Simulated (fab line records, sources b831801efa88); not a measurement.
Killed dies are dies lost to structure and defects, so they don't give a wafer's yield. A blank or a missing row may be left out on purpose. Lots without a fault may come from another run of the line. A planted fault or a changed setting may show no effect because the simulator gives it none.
A struck lot beside a sound one | flow sky130 | 24 steps out of a route of 708
Sound: wafers L248.1, L248.5, L248.6. Struck: wafer L254.6. (L254.2 of the same lot was not struck and is left out.) The cause comes at the end.
At each step with rows: each side's tool, then ch and its chambers, then its first start. Under that, the readings that differ: sound wafers | struck wafers | difference of the means | sigmas: that difference in standard deviations of wafers without a fault.
alike: readings whose means differ by less than 2 such deviations, and words and numbers that are the same on both sides. not compared: withheld readings, readings that some wafer has no value for, bounds like >300 that may hide the same value, and numbers for which the record gives no deviation and whose values overlap.
The two part at a step that has a row with sigmas, a row that says differs or no value, or rows on one side only. Numbers that don't overlap but have no deviation are shown without sigmas and don't part them. A reading that every wafer of one side lacks parts them only if that side has two wafers or more.

first, 8 steps without rows for these wafers: SKY_RES_XHIGH_DEHYDRATE_00 (time 60 s); SKY_RES_XHIGH_HMDS_01 (prime time 60 s); SKY_RES_XHIGH_COAT_02 (resist thk 1140 nm); SKY_RES_XHIGH_SOFTBAKE_03 (time 60 s); SKY_RES_XHIGH_EXPOSE_04 (exposes mask URPM, target cd 1270 nm); SKY_RES_XHIGH_PEB_05; SKY_RES_XHIGH_DEVELOP_06 (develop time 60 s); SKY_RES_XHIGH_IMPLANT_07.
SKY_RES_XHIGH_STRIP_08: strips in O2/N2.
  sound on plasma_asher-03 ch 0,1, day 28 01:13; struck on plasma_asher-01 ch 0, day 30 02:34
  reading                     | sound       | struck | difference | sigmas
  drypump_motor_current_A (A) | 6.3 6.5 6.3 | 5.2    | -1.2       | -3
  alike: oes_product_au, strip_time_to_endpoint_s
  not compared: rf_hours_counter_h
SKY_RES_XHIGH_TW_MEAS_09:
  sound on film_metro-02, day 28 01:19; struck on film_metro-01, day 30 02:40
  alike: RES_XHIGH_TW
then, 2 steps without rows for these wafers: SKY_SD_N_DEHYDRATE_00 (time 60 s); SKY_SD_N_HMDS_01 (prime time 60 s).
SKY_SD_N_COAT_02: resist thk 1140 nm.
  sound on litho_track-01 ch 0, day 28 15:44; struck on litho_track-01 ch 0, day 30 16:22
  reading                                   | sound          | struck | difference | sigmas
  model.NOVOLAK_of_SD_N_COAT_02.thk_nm (nm) | 1142 1142 1138 | 1107   | -34        |
  alike: dispense_pressure_kPa
then, 3 steps without rows for these wafers: SKY_SD_N_SOFTBAKE_03 (time 60 s); SKY_SD_N_EXPOSE_04 (exposes mask NSDM, target cd 380 nm); SKY_SD_N_PEB_05.
SKY_SD_N_DEVELOP_06: develop time 60 s.
  sound on litho_track-01 ch 0, day 29 05:41; struck on litho_track-04 ch 0, day 31 06:45
  reading                                   | sound          | struck | difference | sigmas
  model.NOVOLAK_of_SD_N_COAT_02.thk_nm (nm) | 1142 1142 1137 | 1107   | -33        |
  alike: developer_temp_C
SKY_SD_N_CD_MEAS_07: target cd 380 nm.
  sound on cd_sem-02, day 29 05:50; struck on cd_sem-01, day 31 06:53
  alike: cd_nm
SKY_SD_N_OVL_MEAS_08:
  sound on overlay-02, day 29 05:58; struck on overlay-01, day 31 07:00
  alike: SD_N_OVL
then, 2 steps without rows for these wafers: SKY_SD_N_IMPLANT_09; SKY_SD_N_IMPLANT_10.
SKY_SD_N_STRIP_11: strips in O2/N2.
  sound on plasma_asher-03 ch 0,1, day 29 06:18; struck on plasma_asher-03 ch 0, day 31 07:20
  reading                      | sound             | struck | difference | sigmas
  strip_time_to_endpoint_s (s) | 22.57 22.57 22.53 | 22.17  | -0.39      | -8
  alike: drypump_motor_current_A, oes_product_au
  not compared: rf_hours_counter_h
SKY_SD_N_TW_MEAS_12:
  sound on film_metro-01, day 29 06:24; struck on film_metro-01, day 31 07:26
  alike: SD_N_TW
then, 1 step without rows for these wafers: SKY_PAD_OPEN_PROBE_99.

WHERE THEY PART
First at SKY_RES_XHIGH_STRIP_08; last, within this record, at SKY_SD_N_STRIP_11. Later steps at which nothing parts them and some readings are alike: SKY_SD_N_TW_MEAS_12.

WHY: what the simulator had put in
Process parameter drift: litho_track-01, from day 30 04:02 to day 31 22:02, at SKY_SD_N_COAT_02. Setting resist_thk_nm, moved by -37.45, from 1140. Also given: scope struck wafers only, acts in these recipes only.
